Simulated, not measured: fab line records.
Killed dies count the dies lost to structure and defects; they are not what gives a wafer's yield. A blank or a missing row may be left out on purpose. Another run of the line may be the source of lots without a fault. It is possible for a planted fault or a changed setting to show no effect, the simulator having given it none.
A lot that was struck, set against a sound lot	flow gf180mcu	23 out of 602 route steps
Sound: the wafers L554.1, L554.2, L554.4. Struck: wafer L564.1 (left out: L564.3, L564.6 of the same lot, which were not struck); the cause appears at the end.
For every step that has rows: the tool of each side, followed by ch and its chambers, followed by its first start. Under that, the readings that differ: sound wafers	struck wafers	difference of the means	sigmas: that difference in standard deviations of wafers without a fault.
alike: readings whose means differ by less than 2 such deviations, and words and numbers that are the same on both sides. not compared: withheld readings, readings that some wafer has no value for, bounds like >300 that may hide the same value, and numbers for which the record gives no deviation and whose values overlap.
A row with sigmas, a row that says differs or no value, or rows on one side alone: a step with any of these is where the two part. When numbers do not overlap yet have no deviation, they are printed without sigmas and do not part them. A reading missing from all wafers of one side parts the sides only when that side holds two or more wafers.

GF_V1_RS_MEAS_24: measures by four-point-probe.
  struck on film metro-01, day 23 03:40; sound on film metro-01, day 18 14:11
  alike: V1_W_RS
GF_V1_THK_MEAS_25: measures by xrf.
  struck on film metro-01, day 23 03:47; sound on film metro-01, day 18 14:18
  alike: V1_W_THK
GF_V1_CMP_26: polishes, stops on SiO2, t overpolish 15 s, target thk 0 nm.
  sound on cmp-02 ch 0,2,3, day 18 14:22; struck on cmp-01 ch 2, day 23 03:50
  alike: motor current A, overpolish run s, slurry filter dp kPa, time to endpoint s
GF_M2_SPUTTER_00: material Ti, target thk 37.5 nm, time 150 s.
  struck on pvd sputter-04, day 23 04:08; sound on pvd sputter-04, day 18 14:40
  alike: throttle valve pct
GF_M2_SPUTTER_01: material TiN, target thk 30 nm, time 25 s.
  struck on pvd sputter-04, day 23 04:14; sound on pvd sputter-04, day 18 14:46
  alike: throttle valve pct
GF_M2_SPUTTER_02: material AlCu, target thk 450 nm, time 23.9 s.
  struck on pvd sputter-04, day 23 04:16; sound on pvd sputter-04, day 18 14:47
  alike: throttle valve pct
then, 1 step without rows for these wafers: GF_M2_SPUTTER_03 (material Ti, target thk 10 nm, time 6.7 s).
GF_M2_SPUTTER_04: material TiN, target thk 50 nm, time 41.7 s.
  struck on pvd sputter-04, day 23 04:19; sound on pvd sputter-04, day 18 14:50
  alike: throttle valve pct
GF_M2_RS_MEAS_05: measures by four-point-probe.
  struck on film metro-03, day 23 04:22; sound on film metro-03, day 18 14:53
  alike: M2_ALCU_RS
GF_M2_THK_MEAS_06: measures by xrf.
  struck on film metro-03, day 23 04:29; sound on film metro-03, day 18 15:00
  alike: M2_ALCU_THK
then, 2 steps without rows for these wafers: GF_M2_DEHYDRATE_07 (time 60 s); GF_M2_HMDS_08 (prime time 60 s).
GF_M2_COAT_09: resist thk 1000 nm.
  sound on litho track-04 ch 0, day 19 01:36; struck on litho track-04 ch 0, day 23 16:24
reading	sound	struck	difference	sigmas
model.KrF_of_M2_COAT_09.thk nm (nm)	1005 1001 1001	1066	+64	
then, 4 steps without rows for these wafers: GF_M2_SOFTBAKE_10 (time 60 s); GF_M2_EXPOSE_11 (exposes mask Metal2, target cd 280 nm); GF_M2_PEB_12 (peb time 90 s); GF_M2_DEVELOP_13 (develop time 60 s).
GF_M2_CD_MEAS_14: target cd 280 nm.
  struck on cd sem-02, day 24 03:06; sound on cd sem-02, day 19 14:47
reading	sound	struck	difference	sigmas
cd nm (nm)	280.8 280.4 280.7	283.1	+2.5	+2
GF_M2_OVL_MEAS_15:
  struck on overlay-01, day 24 03:13; sound on overlay-01, day 19 14:55
  alike: M2_OVL
GF_M2_METAL_ETCH_16: etches the open film in Cl2/BCl3, stops on SiO2, target depth 750.8 nm, time 125.1 s.
  sound on rie metal-01 ch 0,1, day 19 14:56; struck on rie metal-02 ch 0, day 24 03:16
reading	sound	struck	difference	sigmas
model.KrF_of_M2_COAT_09.thk nm (nm)	684.9 684.6 683.6	754.5	+70.1	
  alike: drypump motor current A, oes product au, throttle valve pct
  not compared: rf hours counter h
GF_M2_STRIP_17: strips in O2/N2.
  sound on plasma asher-01 ch 0,1, day 19 15:04; struck on plasma asher-01 ch 0, day 24 03:23
reading	sound	struck	difference	sigmas
oes product au (a.u.)	0.545 0.534 0.539	0.569	+0.030	+6
strip time to endpoint s (s)	7.37 7.38 7.37	8.06	+0.69	+15
  alike: drypump motor current A, heater power w, platen temp c
  not compared: rf hours counter h
then, 1 step without rows for these wafers: GF_M2_STRIP_18 (strips in post etch residue remover, time 1200 s).
GF_PASSIVATION_PROBE_99:
  sound wafers here have rows in the record (prober-02, day 29 09:45); struck ones have none

WHERE THEY PART
At GF_M2_CD_MEAS_14 first; at GF_PASSIVATION_PROBE_99 last (within this record only).

WHY: what the simulator had put in
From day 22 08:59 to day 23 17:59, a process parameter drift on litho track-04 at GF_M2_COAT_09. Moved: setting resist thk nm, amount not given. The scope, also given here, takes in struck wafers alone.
